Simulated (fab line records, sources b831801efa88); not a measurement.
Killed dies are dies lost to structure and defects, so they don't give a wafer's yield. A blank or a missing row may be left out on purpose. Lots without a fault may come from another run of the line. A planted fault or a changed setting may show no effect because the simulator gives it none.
fab line records | flow sky130
record lots=6 wafers=18 last_day=50
route steps=708 shown GATE_OXIDE@187 PAD_OPEN@708
lots that met no fault: from a run of the same line without faults
start_h: hours from the record's first day to the start of the lot's first wafer shown | wait_h: hours since the lot's step before | " the same as in the row above | L1.1+2: a row that stands for several wafers | - no value, or no start given | * or withheld: withheld | < > ~ a bound
route shown NAME@n: a module of which the file shows steps, and the number in the route of the first | usual: mean/standard deviation of fault-free wafers | same: alike in all rows | chamber/n: place in a boat | sites: the reading at each site | _std_site: their standard deviation | _edge_site: outer sites' mean less inner sites' | radius_mm: how far each site lies from the wafer's centre | mask NAME#n: copy n | behind: the tool/chamber that last shaped the wafer | hold: why the lot was held/for how many hours/how that ended | device: the transistor (n, p or np) that didn't switch | end of line: the same wafers' tests at the end of the route | a step without rows: its recipe alone | killed: dies lost to structure and defects at the first sort, not the wafer's yield | map: a wafer's dies, x killed, . not, _ none there
set.NAME: the setting as run; set.NAME@STEP: as run at that earlier step | model.NAME: the simulator's own value behind a step, which no gauge read
lots at some steps of the route; a table a step, a row a wafer
services: from which hour (start_h, from the record's first day; less than 0 if before it) a tool's chamber was out of use, for how many hours, and why
## steps
# step SKY_GATE_OXIDE_CLEAN_00
# recipe chemistry=SC1/SC2 mix=1:4:20 temp_c=70 time_s=150 dry=n2_spin
# step SKY_GATE_OXIDE_OXIDATION_01
# recipe temp_c=900 ambient=O2 stabilise_s=600 purge_s=300 target_thk_a=102.68 ox_time_s=1473
# step SKY_GATE_OXIDE_THK_MEAS_02
# recipe reads=SiO2_of_GATE_OXIDE_OXIDATION_01
# usual GATE_OXIDE_OXIDATION_00_THK=10.26/0.19
# columns lot.wafer tool chamber start_h wait_h GATE_OXIDE_OXIDATION_00_THK[nm]
L190.3 film_metro-01 - 286.39 0.0 9.84
L190.4 " - " " 9.87
L190.6 " - " " 9.93
L194.3 film_metro-01 - 319.24 0.0 10.37
L194.4 " - " " 10.68
L194.6 " - " " 10.34
L206.2 film_metro-02 - 424.30 0.0 10.34
L206.5 " - " " 10.30
L206.6 " - " " 10.57
L207.1 film_metro-03 - 428.38 0.0 10.41
L207.3 " - " " 10.43
L207.6 " - " " 10.30
L213.2 film_metro-02 - 478.70 0.0 10.03
L213.3 " - " " 10.25
L213.6 " - " " 9.99
L212.3 film_metro-02 - 480.12 0.0 10.03
L212.5 " - " " 10.12
L212.6 " - " " 10.20
# step SKY_GATE_OXIDE_DEHYDRATE_03
# recipe temp_c=200 time_s=60
# step SKY_GATE_OXIDE_HMDS_04
# recipe prime_time_s=60 prime_temp_c=120
# step SKY_GATE_OXIDE_COAT_05
# recipe resist=NOVOLAK spin_rpm=3000 resist_thk_nm=1140
# step SKY_GATE_OXIDE_SOFTBAKE_06
# recipe temp_c=90 time_s=60 resist=NOVOLAK
# step SKY_GATE_OXIDE_EXPOSE_07
# recipe mask_id=LVOM na=0.6 source_shape=conventional sigma_outer=0.6 polarization=unpolarized target_cd_nm=600 dose_mj=170
# step SKY_GATE_OXIDE_PEB_08
# recipe temp_c=withheld time_s=* resist=NOVOLAK
# step SKY_GATE_OXIDE_DEVELOP_09
# recipe resist=NOVOLAK developer=TMAH develop_time_s=60 dev_temp_c=23
# step SKY_GATE_OXIDE_OVL_MEAS_10
# usual GATE_OXIDE_OVL=0.1/1.6
# columns lot.wafer tool chamber start_h wait_h GATE_OXIDE_OVL[nm]
L190.3 overlay-01 - 311.55 0.1 -0.9
L190.4 " - " " 0.7
L190.6 " - " " -0.1
L194.3 overlay-02 - 346.15 0.1 1.5
L194.4 " - " " 2.3
L194.6 " - " " 1.6
L206.2 overlay-02 - 454.26 0.1 0.3
L206.5 " - " " -0.8
L206.6 " - " " -2.1
L207.1 overlay-01 - 459.27 0.1 0.0
L207.3 " - " " -2.1
L207.6 " - " " -0.6
L213.2 overlay-01 - 508.88 0.1 -1.2
L213.3 " - " " -0.8
L213.6 " - " " -2.0
L212.3 overlay-01 - 510.33 0.1 1.5
L212.5 " - " " 1.8
L212.6 " - " " 1.1
# step SKY_GATE_OXIDE_IMPLANT_11
# recipe species=B energy_kev=10 dose_cm2=2.6e+12 tilt_deg=withheld
# step SKY_GATE_OXIDE_WET_ETCH_12
# recipe chemistry=dHF target_depth_nm=16.8 dry=n2_spin target=SiO2 dilution=100:1 temp_c=25 time_s=336
# usual bath_heat_duty_pct=5.9/0.52 run_length_s=363.9/2.9
# columns lot.wafer tool chamber start_h wait_h bath_heat_duty_pct run_length_s model.SiO2_of_FIELD_ISO_CVD_24.thk_nm
L190.3 wet_bench-04 2 311.72 0.1 6.0 362.1 365.5
L190.4 " 2 " " 5.3 362.1 365.3
L190.6 " 2 " " 5.9 362.1 365.3
L194.3 wet_bench-02 3 346.32 0.1 5.3 369.6 363.3
L194.4 " 3 " " 5.0 369.6 364.6
L194.6 " 3 " " 5.2 369.6 364.2
L206.2 wet_bench-02 1 454.44 0.1 - - 385
L206.5 " 1 " " - - 383.5
L206.6 " 1 " " - - 383.1
L207.1 wet_bench-03 0 459.45 0.1 - - 385.4
L207.3 " 0 " " - - 384.2
L207.6 " 0 " " - - 384.3
L213.2 wet_bench-03 1 509.06 0.1 6.0 363.2 363.6
L213.3 " 1 " " 5.3 363.2 364.5
L213.6 " 1 " " 5.2 363.2 363.9
L212.3 wet_bench-02 3 510.50 0.1 5.4 362.2 364.3
L212.5 " 3 " " 4.9 362.2 364.7
L212.6 " 3 " " 5.5 362.2 365.4
# step SKY_GATE_OXIDE_STRIP_13
# recipe chemistry=O2/N2 power_w=1400 pressure_mtorr=1500 platen_temp_c=withheld o2_flow_sccm=3000 n2_flow_sccm=300 overash_fraction=0.5
# usual chamber_pressure_mTorr=1500.0/1.4 drypump_motor_current_A=5.6/0.41 oes_product_au=0.715/0.0051 strip_time_to_endpoint_s=14.19/0.036
# columns lot.wafer tool chamber start_h wait_h chamber_pressure_mTorr drypump_motor_current_A oes_product_au rf_hours_counter_h strip_time_to_endpoint_s
L190.3 plasma_asher-04 0 311.86 0.0 1501.6 5.9 0.725 - 14.14
L190.4 " 1 " " 1501.9 6.2 0.717 - 14.24
L190.6 " 1 " " 1500.8 6.2 0.725 - 14.18
L194.3 plasma_asher-04 0 346.46 0.0 1499.8 5.9 0.710 - 14.19
L194.4 " 1 " " 1498.8 6.3 0.719 - 14.18
L194.6 " 0 " " 1502.1 5.9 0.708 - 14.21
L206.2 plasma_asher-04 1 454.55 0.0 1500.1 6.3 0.710 2 14.23
L206.5 " 1 " " 1501.5 6.2 0.713 - 14.22
L206.6 " 0 " " 1500.0 5.9 0.713 - 14.16
L207.1 plasma_asher-03 1 459.56 0.0 1500.2 4.9 0.707 33 14.21
L207.3 " 1 " " 1499.3 4.9 0.715 - 14.22
L207.6 " 0 " " 1500.5 5.3 0.715 - 14.14
L213.2 plasma_asher-03 0 509.16 0.0 1501.0 5.3 0.712 38 14.16
L213.3 " 0 " " 1497.4 5.3 0.711 - 14.17
L213.6 " 0 " " 1500.3 5.3 0.714 - 14.15
L212.3 plasma_asher-02 1 510.64 0.0 1500.6 5.8 0.722 - 14.23
L212.5 " 1 " " 1498.2 5.8 0.699 - 14.19
L212.6 " 0 " " 1499.5 5.7 0.701 - 14.18
# step SKY_GATE_OXIDE_TW_MEAS_14
# usual GATE_OXIDE_TW=224.9/1.1
# columns lot.wafer tool chamber start_h wait_h GATE_OXIDE_TW
L190.3 film_metro-02 - 311.94 0.1 224.8
L190.4 " - " " 225.1
L190.6 " - " " 224.5
L194.3 film_metro-02 - 346.55 0.1 225.7
L194.4 " - " " 224.7
L194.6 " - " " 225.2
L206.2 film_metro-02 - 454.66 0.1 223.5
L206.5 " - " " 226.2
L206.6 " - " " 223.6
L207.1 film_metro-01 - 459.66 0.1 225.8
L207.3 " - " " 226.6
L207.6 " - " " 225.0
L213.2 film_metro-01 - 509.27 0.1 224.9
L213.3 " - " " 225.3
L213.6 " - " " 223.6
L212.3 film_metro-02 - 510.73 0.1 225.5
L212.5 " - " " 224.0
L212.6 " - " " 224.1
# step SKY_GATE_OXIDE_CLEAN_15
# recipe chemistry=SC1/SC2 mix=1:4:20 temp_c=70 time_s=150 dry=n2_spin
# usual bath_heat_duty_pct=12.5/0.94
# columns lot.wafer tool chamber start_h wait_h bath_heat_duty_pct model.SiO2_of_FIELD_ISO_CVD_24.thk_nm
L190.3 wet_bench-04 0 311.98 0.0 11.6 364.8
L190.4 " 0 " " 9.8 364.6
L190.6 " 0 " " 12.0 364.6
L194.3 wet_bench-04 3 346.59 0.0 12.0 362.6
L194.4 " 3 " " 11.7 363.9
L194.6 " 3 " " 12.2 363.5
L206.2 wet_bench-04 0 454.71 0.0 12.2 384.3
L206.5 " 0 " " 11.6 382.8
L206.6 " 0 " " 12.4 382.4
L207.1 wet_bench-02 1 459.72 0.1 13.0 384.8
L207.3 " 1 " " 13.4 383.5
L207.6 " 1 " " 11.6 383.6
L213.2 wet_bench-04 0 509.32 0.0 11.8 362.9
L213.3 " 0 " " 12.0 363.9
L213.6 " 0 " " 11.1 363.2
L212.3 wet_bench-04 0 510.77 0.0 12.5 363.6
L212.5 " 0 " " 11.1 364
L212.6 " 0 " " 12.2 364.7
# step SKY_GATE_OXIDE_OXIDATION_16
# recipe temp_c=800 ambient=O2 idle_temp_c=700 ramp_up_c_per_min=10 ramp_down_c_per_min=3 stabilise_s=600 purge_s=300 target_thk_a=35.7 ox_time_s=1915
# step SKY_PAD_OPEN_PROBE_99
# usual killed_at_M0_to_M3=44/6.5 killed_at_M4_up=3.3/1.7 killed_at_contacts=25/5.3 killed_at_front_end=15/5 killed_at_other=0.2/0.47 killed_dies=87/9.9 killed_on_rim=17/3.8 killed_open=47/8 killed_short=39/6.1
# same gross_dies=492 killed_at_back_side=0
# columns lot.wafer tool chamber start_h wait_h killed_at_M0_to_M3 killed_at_M4_up killed_at_contacts killed_at_front_end killed_at_other killed_dies killed_on_rim killed_open killed_short
L190.3 prober-01 - 1075.49 0.2 42 4 25 11 0 82 20 51 31
L190.4 prober-01 - 1075.54 0.2 43 3 25 9 0 80 20 38 42
L190.6 prober-01 - 1075.64 0.2 49 3 20 26 0 98 18 55 43
L194.3 prober-01 - 1105.05 0.2 51 1 22 17 1 92 22 46 46
L194.4 prober-01 - 1105.10 0.2 35 4 31 12 0 82 18 54 28
L194.6 prober-01 - 1105.20 0.2 41 4 33 14 0 92 12 51 41
L207.1 prober-01 - 1173.12 0.1 44 3 27 418 0 492 96 52 37
L207.3 prober-01 - 1173.22 0.2 48 4 21 419 0 492 96 43 42
L207.6 prober-01 - 1173.37 0.2 40 5 27 420 0 492 96 41 41
L206.2 prober-02 - 1173.70 0.1 41 4 16 431 0 492 96 42 34
L206.5 prober-02 - 1173.85 0.2 43 6 21 422 0 492 96 52 41
L206.6 prober-02 - 1173.90 0.2 43 3 21 423 2 492 96 45 28
L213.2 prober-02 - 1200.44 0.1 40 4 25 11 0 80 14 43 37
L213.3 prober-02 - 1200.49 0.2 49 4 28 25 0 106 18 54 52
L213.6 prober-02 - 1200.64 0.2 43 4 19 7 0 73 22 44 29
L212.3 prober-02 - 1203.73 0.2 39 1 24 18 0 82 19 46 36
L212.5 prober-02 - 1203.83 0.2 31 6 36 12 0 85 20 55 30
L212.6 prober-02 - 1203.88 0.2 32 2 25 7 0 66 13 36 30
# killed by level:class
L190.3 VIA1:geometric_particle:open=12 LI_CONTACT:geometric_particle:open=10 CONTACT:geometric_particle:open=10 VIA1:geometric_particle:short=8 VIA3:geometric_particle:open=6 VIA2:geometric_particle:open=5 METAL3:geometric_particle:short=5 FIELD_ISO:geometric_particle:open=3
L190.4 VIA1:geometric_particle:open=11 CONTACT:geometric_particle:open=9 METAL2:geometric_particle:short=8 VIA1:geometric_particle:short=7 LOCAL_INTERCONNECT:geometric_particle:short=6 VIA3:geometric_particle:open=5 FIELD_ISO:geometric_particle:open=4 LI_CONTACT:geometric_particle:short=4
L190.6 VIA2:geometric_particle:open=12 FIELD_ISO:geometric_particle:short=9 METAL2:geometric_particle:short=9 CONTACT:geometric_particle:open=8 VIA3:geometric_particle:open=7 POLY_GATE:geometric_particle:short=6 VIA1:geometric_particle:open=6 FIELD_ISO:geometric_particle:open=5
L194.3 CONTACT:geometric_particle:open=9 VIA2:geometric_particle:open=9 METAL2:geometric_particle:short=8 VIA1:geometric_particle:open=8 FIELD_ISO:geometric_particle:short=7 LI_CONTACT:geometric_particle:open=7 VIA1:geometric_particle:short=6 LI_CONTACT:geometric_particle:short=5
L194.4 CONTACT:geometric_particle:open=16 LI_CONTACT:geometric_particle:open=9 VIA3:geometric_particle:open=6 VIA1:geometric_particle:open=5 METAL2:geometric_particle:short=5 VIA2:geometric_particle:open=5 CONTACT:geometric_particle:short=4 FIELD_ISO:geometric_particle:short=3
L194.6 CONTACT:geometric_particle:open=14 VIA1:geometric_particle:open=11 LI_CONTACT:geometric_particle:open=7 CONTACT:geometric_particle:short=6 METAL2:geometric_particle:short=5 VIA2:geometric_particle:open=5 FIELD_ISO:geometric_particle:short=4 LOCAL_INTERCONNECT:geometric_particle:short=4
L207.1 GATE_OXIDE:area_etch=403 CONTACT:geometric_particle:open=14 VIA1:geometric_particle:open=12 METAL1:geometric_particle:short=9 LI_CONTACT:geometric_particle:open=5 VIA3:geometric_particle:open=5 VIA1:geometric_particle:short=5 FIELD_ISO:geometric_particle:open=4
L207.3 GATE_OXIDE:area_etch=407 VIA1:geometric_particle:short=12 VIA1:geometric_particle:open=9 CONTACT:geometric_particle:open=7 VIA3:geometric_particle:open=7 METAL2:geometric_particle:short=6 LI_CONTACT:geometric_particle:open=5 FIELD_ISO:geometric_particle:open=4
L207.6 GATE_OXIDE:area_etch=410 CONTACT:geometric_particle:open=12 VIA2:geometric_particle:open=8 LI_CONTACT:geometric_particle:open=7 METAL1:geometric_particle:short=6 VIA1:geometric_particle:open=5 METAL2:geometric_particle:short=5 METAL4:geometric_particle:short=5
L206.2 GATE_OXIDE:area_etch=416 VIA1:geometric_particle:open=12 METAL1:geometric_particle:short=9 FIELD_ISO:geometric_particle:open=7 VIA2:geometric_particle:open=7 CONTACT:geometric_particle:open=5 FIELD_ISO:geometric_particle:short=3 LI_CONTACT:geometric_particle:open=3
L206.5 GATE_OXIDE:area_etch=399 CONTACT:geometric_particle:open=11 VIA1:geometric_particle:open=9 VIA3:geometric_particle:open=7 FIELD_ISO:geometric_particle:open=6 POLY_GATE:geometric_particle:short=6 METAL2:geometric_particle:short=6 FIELD_ISO:geometric_particle:short=5
L206.6 GATE_OXIDE:area_etch=419 VIA1:geometric_particle:open=10 VIA2:geometric_particle:open=8 CONTACT:geometric_particle:open=7 VIA3:geometric_particle:open=5 LI_CONTACT:geometric_particle:open=5 LOCAL_INTERCONNECT:geometric_particle:short=5 METAL1:geometric_particle:open=4
L213.2 VIA1:geometric_particle:open=10 CONTACT:geometric_particle:open=8 LI_CONTACT:geometric_particle:open=6 LOCAL_INTERCONNECT:geometric_particle:short=5 METAL1:geometric_particle:short=4 VIA1:geometric_particle:short=4 VIA2:geometric_particle:open=4 VIA3:geometric_particle:open=4
L213.3 CONTACT:geometric_particle:open=12 VIA1:geometric_particle:open=11 FIELD_ISO:geometric_particle:open=7 POLY_GATE:geometric_particle:short=7 VIA2:geometric_particle:short=6 FIELD_ISO:geometric_particle:short=5 POLY_GATE:geometric_particle:open=5 LOCAL_INTERCONNECT:geometric_particle:short=5
L213.6 VIA1:geometric_particle:open=14 CONTACT:geometric_particle:open=8 CONTACT:geometric_particle:short=5 VIA2:geometric_particle:open=5 VIA1:geometric_particle:short=4 METAL2:geometric_particle:short=4 FIELD_ISO:geometric_particle:open=3 METAL1:geometric_particle:short=3
L212.3 CONTACT:geometric_particle:open=13 VIA2:geometric_particle:open=8 FIELD_ISO:geometric_particle:short=7 VIA3:geometric_particle:open=7 METAL1:geometric_particle:short=6 METAL2:geometric_particle:short=6 VIA1:geometric_particle:open=5 LI_CONTACT:geometric_particle:open=4
L212.5 CONTACT:geometric_particle:open=20 VIA3:geometric_particle:open=9 LI_CONTACT:geometric_particle:open=8 VIA2:geometric_particle:open=6 FIELD_ISO:geometric_particle:short=5 CONTACT:geometric_particle:short=5 VIA1:geometric_particle:open=5 METAL4:geometric_particle:short=5
L212.6 CONTACT:geometric_particle:open=9 VIA3:geometric_particle:open=7 LI_CONTACT:geometric_particle:open=6 METAL3:geometric_particle:short=6 LOCAL_INTERCONNECT:geometric_particle:short=5 VIA1:geometric_particle:open=5 VIA2:geometric_particle:short=4 VIA2:geometric_particle:open=4
# map L206.2 (x killed, . not)
__________xxxxxxxxxx_________
________xxxxxxxxxxxxxx_______
______xxxxxxxxxxxxxxxxxx_____
_____xxxxxxxxxxxxxxxxxxxx____
____xxxxxxxxxxxxxxxxxxxxxx___
___xxxxxxxxxxxxxxxxxxxxxxxx__
__xxxxxxxxxxxxxxxxxxxxxxxxxx_
_xxxxxxxxxxxxxxxxxxxxxxxxxxxx
_xxxxxxxxxxxxxxxxxxxxxxxxxxxx
_xxxxxxxxxxxxxxxxxxxxxxxxxxxx
_xxxxxxxxxxxxxxxxxxxxxxxxxxxx
_xxxxxxxxxxxxxxxxxxxxxxxxxxxx
_xxxxxxxxxxxxxxxxxxxxxxxxxxxx
_xxxxxxxxxxxxxxxxxxxxxxxxxxxx
_xxxxxxxxxxxxxxxxxxxxxxxxxxxx
__xxxxxxxxxxxxxxxxxxxxxxxxxx_
___xxxxxxxxxxxxxxxxxxxxxxxx__
____xxxxxxxxxxxxxxxxxxxxxx___
_____xxxxxxxxxxxxxxxxxxxx____
______xxxxxxxxxxxxxxxxxx_____
________xxxxxxxxxxxxxx_______
__________xxxxxxxxxx_________
# map L207.1 (x killed, . not)
__________xxxxxxxxxx_________
________xxxxxxxxxxxxxx_______
______xxxxxxxxxxxxxxxxxx_____
_____xxxxxxxxxxxxxxxxxxxx____
____xxxxxxxxxxxxxxxxxxxxxx___
___xxxxxxxxxxxxxxxxxxxxxxxx__
__xxxxxxxxxxxxxxxxxxxxxxxxxx_
_xxxxxxxxxxxxxxxxxxxxxxxxxxxx
_xxxxxxxxxxxxxxxxxxxxxxxxxxxx
_xxxxxxxxxxxxxxxxxxxxxxxxxxxx
_xxxxxxxxxxxxxxxxxxxxxxxxxxxx
_xxxxxxxxxxxxxxxxxxxxxxxxxxxx
_xxxxxxxxxxxxxxxxxxxxxxxxxxxx
_xxxxxxxxxxxxxxxxxxxxxxxxxxxx
_xxxxxxxxxxxxxxxxxxxxxxxxxxxx
__xxxxxxxxxxxxxxxxxxxxxxxxxx_
___xxxxxxxxxxxxxxxxxxxxxxxx__
____xxxxxxxxxxxxxxxxxxxxxx___
_____xxxxxxxxxxxxxxxxxxxx____
______xxxxxxxxxxxxxxxxxx_____
________xxxxxxxxxxxxxx_______
__________xxxxxxxxxx_________
## services
# columns tool chamber start_h hours kind
plasma_asher-03 - 288.54 15.6 pm
plasma_asher-02 - 307.31 1.4 repair
wet_bench-03 - 376.52 1.9 pm
plasma_asher-04 - 391.16 14.6 pm
plasma_asher-04 - 408.50 2.8 pm
plasma_asher-04 - 421.25 9.0 pm
plasma_asher-04 0 421.25 9.0 vent_cycle
plasma_asher-04 1 421.25 9.0 vent_cycle
plasma_asher-04 0 430.25 - clean
plasma_asher-04 1 430.25 - clean
## key
first_sign step=SKY_GATE_OXIDE_WET_ETCH_12 reading=tool_record direction=missing
effect step=SKY_PAD_OPEN_PROBE_99 reading=killed_at_front_end direction=up sigmas=82 usual=15 struck=422
model_effect step=SKY_GATE_OXIDE_WET_ETCH_12 value=SiO2_of_FIELD_ISO_CVD_24.thk_nm without=365.6 struck=384.3
model_effect step=SKY_GATE_OXIDE_CLEAN_15 value=SiO2_of_FIELD_ISO_CVD_24.thk_nm without=364.9 struck=383.6
more_kills_born_at SKY_GATE_OXIDE_WET_ETCH_12@wet_bench-02=1234 SKY_GATE_OXIDE_WET_ETCH_12@wet_bench-03=1220
met_at SKY_GATE_OXIDE_WET_ETCH_12
struck_wafers L206.2,L206.5,L206.6,L207.1,L207.3,L207.6
later_rows_left_out L206.2,L206.5,L206.6,L207.1,L207.3,L207.6
tester_left_out L206,L207
onset_between 346.32 454.44
fault kind=skipped_step_whole tool=wet_bench-02,wet_bench-03 chamber=- onset_h=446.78 steps=SKY_GATE_OXIDE_WET_ETCH_12 scope=struck_lots_only
# tester_left_out: of these lots the tester's yield and bins aren't shown, on N5 and GAA mostly nor the transistor test; their killed dies are dies lost to structure and defects alone, not to doping, threshold or leakage, so they don't give the yield
# later_rows_left_out: the simulator's readings of these wafers behind a module that went badly wrong aren't trusted and aren't shown, but for the sort
